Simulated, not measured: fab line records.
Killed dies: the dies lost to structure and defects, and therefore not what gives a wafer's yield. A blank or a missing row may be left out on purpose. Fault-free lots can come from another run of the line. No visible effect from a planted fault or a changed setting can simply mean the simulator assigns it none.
Matching of chambers || flow sky130 || cmp-01 running SKY_FIELD_ISO_CMP_27: 4 sister chambers
The step polishes, stops on Si3N4, t overpolish 16 s, target thk 457.8 nm. 7 wafers are shown with their chamber, then 7 later ones without.

WAFERS PAIRED WITH THEIR CHAMBERS
{"wafer": "L270.3", "chamber": 3, "time-to-endpoint-s (s)": 105, "motor-current-A (A)": 10.8}
{"wafer": "L276.1", "chamber": 1, "time-to-endpoint-s (s)": 115, "motor-current-A (A)": 11.2}
{"wafer": "L277.4", "chamber": 2, "time-to-endpoint-s (s)": 119, "motor-current-A (A)": 11.1}
{"wafer": "L277.5", "chamber": 0, "time-to-endpoint-s (s)": 115, "motor-current-A (A)": 11.6}
{"wafer": "L277.6", "chamber": 1, "time-to-endpoint-s (s)": 114, "motor-current-A (A)": 11.2}
{"wafer": "L281.1", "chamber": 2, "time-to-endpoint-s (s)": 115, "motor-current-A (A)": 10.8}
{"wafer": "L281.2", "chamber": 0, "time-to-endpoint-s (s)": 116, "motor-current-A (A)": 11.1}

WAFERS WITH NO CHAMBER GIVEN
{"wafer": "L281.4", "time-to-endpoint-s (s)": 111, "motor-current-A (A)": 10.9}
{"wafer": "L283.3", "time-to-endpoint-s (s)": 120, "motor-current-A (A)": 11.0}
{"wafer": "L283.5", "time-to-endpoint-s (s)": 112, "motor-current-A (A)": 10.9}
{"wafer": "L283.6", "time-to-endpoint-s (s)": 113, "motor-current-A (A)": 10.6}
{"wafer": "L284.1", "time-to-endpoint-s (s)": 120, "motor-current-A (A)": 10.3}
{"wafer": "L284.4", "time-to-endpoint-s (s)": 115, "motor-current-A (A)": 11.7}
{"wafer": "L284.5", "time-to-endpoint-s (s)": 116, "motor-current-A (A)": 10.8}

WHICH CHAMBER EACH WENT THROUGH
{"wafer": "L281.4", "from the rows above": "can't be placed: 1 or 0 or 2 or 3", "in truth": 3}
{"wafer": "L283.3", "from the rows above": "can't be placed: 2 or 0 or 1", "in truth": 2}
{"wafer": "L283.5", "from the rows above": "can't be placed: 1 or 0 or 2", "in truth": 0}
{"wafer": "L283.6", "from the rows above": "can't be placed: 1 or 2 or 0", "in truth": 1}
{"wafer": "L284.1", "from the rows above": "can't be placed: 2 or 1 or 0", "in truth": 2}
{"wafer": "L284.4", "from the rows above": "can't be placed: 0 or 1 or 2", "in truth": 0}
{"wafer": "L284.5", "from the rows above": "can't be placed: 2 or 1 or 0", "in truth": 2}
0 of 7 placed correctly. Not placeable from these rows: 7 (in 7, the candidates include the true chamber). Number placed wrongly: 0.
How it was worked out, from the rows above alone: a wafer's distance from a chamber is the root of the sum, over the readings, of the square of ((its reading less the chamber's mean) divided by the reading's scatter). If the next closest chamber is less than 2 further off than the closest, the wafer can't be placed; otherwise it belongs to the closest. Each chamber's mean is taken over the wafers shown for it. The scatter is the square root of a quotient: the sum, over the shown wafers, of each reading's squared deviation from its chamber's mean, divided by wafers minus chambers.
